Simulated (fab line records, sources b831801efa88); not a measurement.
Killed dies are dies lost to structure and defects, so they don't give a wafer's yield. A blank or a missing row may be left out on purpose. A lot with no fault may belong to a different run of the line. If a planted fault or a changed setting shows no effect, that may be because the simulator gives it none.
Problem report in the 8D (eight disciplines) form, filled by code ; flow sfq line ; the parts of the form that need people (team, actions taken, sign-off) are left out

1. THE ISSUE
Wafers without a fault read 70.0 s, standard deviation 0.43; run length s at SFQ_TRILAYER_C5_BARC_OPEN_VIA_ETCH_210 reads a mean of 76.6 s on 2 wafers belonging to 2 lots. That puts it +15 standard deviations away from the usual mean.
The step: etches BARC in O2, target depth 125 nm, time 41.7 s.
Earliest sighting: wafer L605.2 on rie diel-01 at day 81 21:58. At this step, 18 wafers from 6 lots have a number in the record. The rule behind "out" and "out of limits": a value lying over 4 standard deviations away from the usual mean. Any other wafer with a number is counted as sound.

2. WHAT IT IS, WHAT IT ISN'T
question;is;is not
which readings at this step;run length s, oes product au;drypump motor current A
which lots;L605, L606;L592, L595, L608, L609
which wafers of those lots;L605.2, L606.6;L605.1, L605.6, L606.2, L606.5
read on which tools;rie diel-01;rie diel-02, rie diel-04
when;from day 81 21:58;"up to then (8 sound wafers); but 8 sound wafers of L606, L608, L609 came after"

3. SUSPECTS, AND WHAT RULES EACH OUT
Counting: a tool at a process step up to the reading stays a suspect if it ran every lot that is out. Sound lots after the first of them don't rule it out here, since some wafers of a struck lot are sound.
- rie metal-04 at SFQ_TRILAYER_I5_STRIP_STRIP_148 (strips in O2): kept. It ran every lot that is out, first L605 (day 81 13:45).
- rie diel-01 at SFQ_TRILAYER_C5_BARC_OPEN_VIA_ETCH_210 (etches BARC in O2, target depth 125 nm, time 41.7 s): kept. It processed each lot that is out (first: L605, day 81 21:58); up to then, its last sound lot is L595 (day 78 14:45). Out on those wafers are its own readings of oes product au, run length s.
- Within rie metal-04 at SFQ_TRILAYER_I5_STRIP_STRIP_148, the wafers that are out were processed in chamber 0 and their sound lot-mates in chamber 1.
- Within rie diel-01 at SFQ_TRILAYER_C5_BARC_OPEN_VIA_ETCH_210: the wafers that are out ran in chamber 0; their sound lot-mates ran in chambers 1, 2, 3.
The count leaves rie diel-01 at SFQ_TRILAYER_C5_BARC_OPEN_VIA_ETCH_210 and rie metal-04 at SFQ_TRILAYER_I5_STRIP_STRIP_148.

4. THE CAUSE (what the simulator had put in)
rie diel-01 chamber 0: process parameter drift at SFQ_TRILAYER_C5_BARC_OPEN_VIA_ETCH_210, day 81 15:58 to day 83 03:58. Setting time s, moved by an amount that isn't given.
Of the 2 suspects that counting leaves, this tool is one.

5. SEQUENCE OF EFFECTS, ordered by route
One row per reading whose mean, taken over the struck wafers that have a number, lies over 3 standard deviations from the usual. Only readings whose record carries a usual standard deviation are examined. hours: median over the lots of the time between each lot's start at the first step of this table that gives one and its start at this step. sigmas: the change, counted in usual standard deviations.
hours;step;reading;usual;on struck wafers;change;sigmas
0;SFQ_TRILAYER_C5_BARC_OPEN_VIA_ETCH_210;oes product au;0.684 a.u.;0.640;-0.044;-9.0
0;SFQ_TRILAYER_C5_BARC_OPEN_VIA_ETCH_210;run length s;70.0 s;76.6;+6.6;+15
Process steps it contains:
- SFQ_TRILAYER_C5_BARC_OPEN_VIA_ETCH_210: etches BARC in O2, target depth 125 nm, time 41.7 s.

6. WHAT WOULD HAVE CAUGHT IT SOONER
6 hours passed between the start of the fault at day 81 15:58 and the first reading out of limits in this record, taken at day 81 21:58.
